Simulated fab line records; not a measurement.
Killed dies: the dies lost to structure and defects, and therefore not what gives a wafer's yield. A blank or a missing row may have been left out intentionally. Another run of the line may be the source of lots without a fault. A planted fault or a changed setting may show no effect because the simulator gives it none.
Which tool was responsible? / flow sky130 / 13 lots with 39 wafers sampled at 2 steps, on a route of 708 steps

== WHAT THE GAUGES SHOWED, per wafer ==
SKY_SONOS_TUNNEL_CD_MEAS_07: the cd target is 410 nm. Usual: cdNm at 409.7 nm, with a standard deviation of 1.8.
lot=L599; measured=day 11 20:48; on=cdSem-01; cdNm (nm)=408.0 407.2 408.7; flag=
lot=L601; measured=day 12 05:04; on=cdSem-01; cdNm (nm)=409.1 410.6 408.9; flag=
lot=L602; measured=day 12 13:17; on=cdSem-01; cdNm (nm)=409.5 408.7 407.6; flag=
lot=L604; measured=day 13 05:08; on=cdSem-02; cdNm (nm)=406.8 407.9 409.0; flag=
lot=L607; measured=day 14 05:18; on=cdSem-02; cdNm (nm)=407.6 407.1 408.7; flag=
lot=L610; measured=day 15 06:11; on=cdSem-01; cdNm (nm)=409.3 410.8 412.3; flag=
lot=L611; measured=day 15 16:18; on=cdSem-01; cdNm (nm)=410.7 412.2 410.8; flag=
lot=L612; measured=day 15 19:33; on=cdSem-01; cdNm (nm)=411.6 411.9 410.5; flag=
lot=L617; measured=day 17 10:11; on=cdSem-01; cdNm (nm)=409.2 409.4 412.1; flag=
lot=L618; measured=day 17 18:51; on=cdSem-01; cdNm (nm)=410.1 407.3 408.5; flag=
lot=L619; measured=day 18 04:56; on=cdSem-01; cdNm (nm)=412.4 412.5 412.4; flag=
lot=L620; measured=day 18 14:37; on=cdSem-01; cdNm (nm)=413.0 411.2 408.9; flag=
lot=L621; measured=day 18 17:50; on=cdSem-02; cdNm (nm)=409.5 408.7 410.2; flag=

SKY_SONOS_TUNNEL_OVL_MEAS_08. Usual: for SONOS_TUNNEL_OVL the level is 0.5 nm and the standard deviation is 1.2.
lot=L599; measured=day 11 20:55; on=overlay-02; SONOS_TUNNEL_OVL (nm)=-1.2 1.1 2.2; flag=
lot=L601; measured=day 12 05:10; on=overlay-02; SONOS_TUNNEL_OVL (nm)=1.1 0.0 -0.9; flag=
lot=L602; measured=day 12 13:25; on=overlay-01; SONOS_TUNNEL_OVL (nm)=1.2 1.2 0.3; flag=
lot=L604; measured=day 13 05:16; on=overlay-02; SONOS_TUNNEL_OVL (nm)=2.9 2.3 1.7; flag=
lot=L607; measured=day 14 05:25; on=overlay-01; SONOS_TUNNEL_OVL (nm)=0.0 0.6 1.0; flag=
lot=L610; measured=day 15 06:19; on=overlay-02; SONOS_TUNNEL_OVL (nm)=0.7 -0.8 -0.3; flag=
lot=L611; measured=day 15 16:25; on=overlay-01; SONOS_TUNNEL_OVL (nm)=0.8 2.8 2.9; flag=
lot=L612; measured=day 15 19:40; on=overlay-01; SONOS_TUNNEL_OVL (nm)=1.1 1.2 1.7; flag=
lot=L617; measured=day 17 10:18; on=overlay-01; SONOS_TUNNEL_OVL (nm)=3.0 2.4 1.3; flag=
lot=L618; measured=day 17 18:58; on=overlay-02; SONOS_TUNNEL_OVL (nm)=-0.4 -1.3 -0.4; flag=
lot=L619; measured=day 18 05:03; on=overlay-01; SONOS_TUNNEL_OVL (nm)=0.0 0.3 -1.0; flag=
lot=L620; measured=day 18 14:43; on=overlay-01; SONOS_TUNNEL_OVL (nm)=-0.6 -0.1 -0.2; flag=
lot=L621; measured=day 18 17:57; on=overlay-02; SONOS_TUNNEL_OVL (nm)=-1.4 0.7 1.7; flag=

== TOOL THAT RAN EACH LOT (tool first, then ch and the chambers of the sampled wafers, then the start) ==
There is no process step in the record ahead of these readings.

== WHAT THE TOOLS THEMSELVES READ (means of the sampled wafers that have a number; where no wafer has one, the mark that the record gives instead) ==
The record holds no such reading with a usual standard deviation.

== THE ANSWER, worked out from the rows above alone ==
Rule: a lot counts as off when the mean over its wafers that have a number is more than 3 standard deviations away from the usual mean. A lot without any number at a reading at which 4 lots or more have one is off too. Any other lot the step has rows for is counted as sound. First the gauges in route order, then the tools' own readings, where a lot's mean is used as printed above. The first step at which some lot is off is used, and at that step the reading that is off furthest; a lot without a number counts as furthest.
Across all readings shown, no lot is off: no conclusion can be drawn from this.

== WHAT HAD BEEN PUT IN BY THE SIMULATOR ==
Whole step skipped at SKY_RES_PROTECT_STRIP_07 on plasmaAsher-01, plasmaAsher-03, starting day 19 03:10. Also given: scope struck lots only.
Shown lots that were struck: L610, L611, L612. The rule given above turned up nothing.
